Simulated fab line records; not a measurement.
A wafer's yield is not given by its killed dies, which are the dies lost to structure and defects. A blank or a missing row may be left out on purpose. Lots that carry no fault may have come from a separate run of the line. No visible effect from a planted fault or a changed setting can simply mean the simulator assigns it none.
Chamber matching	flow sky130	rieDiel-02 running SKY_FIELD_ISO_ETCH_15: 4 sister chambers
The step etches the open film in CHF3/O2, stops on Si, target depth 180 nm, time 72 s. 16 wafers are shown with their chamber, then 8 later ones without.

EACH WAFER AND ITS CHAMBER
wafer	chamber	drypumpMotorCurrentA (A)	oesProductAu (a.u.)	throttleValvePct (%)
L936.2	0	6.3	0.955	8.856
L936.3	2	5.9	0.946	8.837
L936.5	1	6.1	0.952	8.851
L937.1	2	5.9	0.951	8.840
L937.4	1	6.1	0.940	8.851
L937.6	3	6.5	0.955	8.848
L939.3	2	5.9	0.945	8.860
L939.5	0	6.3	0.944	8.829
L939.6	3	6.5	0.939	8.832
L940.2	3	6.5	0.945	8.843
L940.3	1	6.0	0.926	8.834
L940.5	1	6.0	0.931	8.839
L942.2	1	6.1	0.938	8.848
L942.3	0	6.4	0.956	8.866
L942.4	2	5.9	0.957	8.862
L956.3	2	5.9	0.951	8.826

SIGNATURES (averages over the wafers above)
reading	chamber 0	chamber 1	chamber 2	chamber 3	scatter within a chamber
drypumpMotorCurrentA	6.333	6.060	5.900	6.500	0.0394
oesProductAu	0.95167	0.93740	0.95000	0.94633	0.00765
throttleValvePct	8.85033	8.84460	8.84500	8.84100	0.0131
Rule: a wafer lies at a distance from a chamber equal to the root of the sum of squares, over the readings, of (its reading less the chamber's mean, divided by the reading's scatter). The wafer belongs to the nearest chamber; if the next one is less than 2 further off, it can't be placed. The scatter is the square root of a quotient: the sum, over the shown wafers, of each reading's squared deviation from its chamber's mean, divided by wafers minus chambers.

WAFERS WITHOUT THEIR CHAMBER
wafer	drypumpMotorCurrentA (A)	oesProductAu (a.u.)	throttleValvePct (%)
L956.4	6.0	0.947	8.843
L956.5	6.4	0.943	8.840
L958.2	6.5	0.952	8.832
L958.3	6.3	0.949	8.839
L958.4	6.1	0.950	8.837
L959.2	6.5	0.944	8.843
L959.5	6.3	0.946	8.849
L959.6	6.5	0.949	8.847

THE CHAMBER EACH PASSED THROUGH
wafer	from the rows above	in truth
L956.4	can't be placed: 1 or 2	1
L956.5	can't be placed: 0 or 3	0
L958.2	3	3
L958.3	0	0
L958.4	1	1
L959.2	3	3
L959.5	0	0
L959.6	3	3
Correct placement for 6 of the 8. Not placeable from these rows: 2 (in 2, the candidates include the true chamber). Placed wrongly: 0.
